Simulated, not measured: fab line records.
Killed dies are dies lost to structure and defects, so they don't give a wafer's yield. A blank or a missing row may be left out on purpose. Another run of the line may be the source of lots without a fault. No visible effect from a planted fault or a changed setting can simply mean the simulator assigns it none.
Check for tools in common ; flow gf180mcu ; Lots sampled 14, wafers sampled 48

## THE REASON FOR OPENING IT
At GF_HV_LDD_TW_MEAS_50 the reading HV_LDD_4_TW is flagged on 2 of 14 lots. Wafers without a fault read 571, standard deviation 3.4.
Rule: a lot is flagged when every wafer of it that has a number lies more than 4 standard deviations from that mean, or none has a number. The other lots count as sound.

lot;measured;on;HV_LDD_4_TW, wafer by wafer;flag
L195;day 12 16:35;film_metro-04;573 571 573;
L196;day 12 21:49;film_metro-01;570 572 573;
L197;day 13 08:04;film_metro-01;575 576 573;
L198;day 13 12:03;film_metro-03;571 570 568;
L200;day 14 08:44;film_metro-01;572 570 572;
L201;day 14 15:26;film_metro-01;572 570 572;
L204;day 15 18:07;film_metro-03;574 576 575;
L207;day 16 15:01;film_metro-04;571 568 568;
L209;day 17 14:41;film_metro-03;864 867 862 866 864 866;FLAGGED
L211;day 18 08:41;film_metro-03;867 867 865 866 866 864;FLAGGED
L214;day 19 00:02;film_metro-04;565 566 567;
L215;day 19 11:11;film_metro-01;579 575 578;
L216;day 19 19:47;film_metro-04;568 564 566;
L217;day 20 05:49;film_metro-01;570 576 575;
On average the flagged lots' numbers are 865, which is +294 against the usual, or +87 standard deviations.

## EACH LOT AND THE TOOL IT RAN ON
The record keeps 1 process step preceding the reading, out of 602 steps on the route. In each cell: the tool, then ch and the chambers that the sampled wafers went through, then the start.
lot;flag;GF_HV_LDD_IMPLANT_48
L195;;implanter-01 ch 0, day 12 16:20
L196;;implanter-02 ch 0, day 12 21:34
L197;;implanter-04 ch 0, day 13 07:49
L198;;implanter-01 ch 0, day 13 11:50
L200;;implanter-02 ch 0, day 14 08:29
L201;;implanter-02 ch 0, day 14 15:13
L204;;implanter-01 ch 0, day 15 17:53
L207;;implanter-01 ch 0, day 16 14:46
L209;FLAGGED;implanter-02 ch 0, day 17 14:28
L211;FLAGGED;implanter-02 ch 0, day 18 08:26
L214;;implanter-04 ch 0, day 18 23:47
L215;;implanter-01 ch 0, day 19 10:56
L216;;implanter-04 ch 0, day 19 19:32
L217;;implanter-04 ch 0, day 20 05:36
What the steps here do:
- GF_HV_LDD_IMPLANT_48
- GF_HV_LDD_TW_MEAS_50

## FLAGGED OVER TOTAL, TOOL BY TOOL (the gauges that took the reading come last)
step;tool;lots run;flagged;share of the flagged lots;sound lots run after its first flagged lot
GF_HV_LDD_IMPLANT_48;implanter-01;5;0;none;-
GF_HV_LDD_IMPLANT_48;implanter-02;5;2;all;0
GF_HV_LDD_IMPLANT_48;implanter-04;4;0;none;-
GF_HV_LDD_TW_MEAS_50;film_metro-01;6;0;none;-
GF_HV_LDD_TW_MEAS_50;film_metro-03;4;2;all;0
GF_HV_LDD_TW_MEAS_50;film_metro-04;4;0;none;-

## WHAT THE TABLE PERMITS
2 rows of the table ran every flagged lot: implanter-02 at GF_HV_LDD_IMPLANT_48, film_metro-03 at GF_HV_LDD_TW_MEAS_50.
- implanter-02 at GF_HV_LDD_IMPLANT_48: 2 of its 5 lots flagged. It ran its last sound lot, L201, at day 14 15:13 and its first flagged lot, L209, at day 17 14:28: a fault with its onset between the two fits. Its own readings (dose_ions_cm2, faraday_current_uA) fall more than 4 standard deviations out on all wafers of the flagged lots.
- film_metro-03 at GF_HV_LDD_TW_MEAS_50: 2 of its 4 lots flagged. It ran its last sound lot, L204, at day 15 18:07 and its first flagged lot, L209, at day 17 14:41: a fault with its onset between the two fits.
These 2 tools cannot be told apart by counting lots, since each of them fits a fault that started at some hour. More lots, or a look at what each step does to the wafer, might.

## WHAT WAS PUT IN BY THE SIMULATOR
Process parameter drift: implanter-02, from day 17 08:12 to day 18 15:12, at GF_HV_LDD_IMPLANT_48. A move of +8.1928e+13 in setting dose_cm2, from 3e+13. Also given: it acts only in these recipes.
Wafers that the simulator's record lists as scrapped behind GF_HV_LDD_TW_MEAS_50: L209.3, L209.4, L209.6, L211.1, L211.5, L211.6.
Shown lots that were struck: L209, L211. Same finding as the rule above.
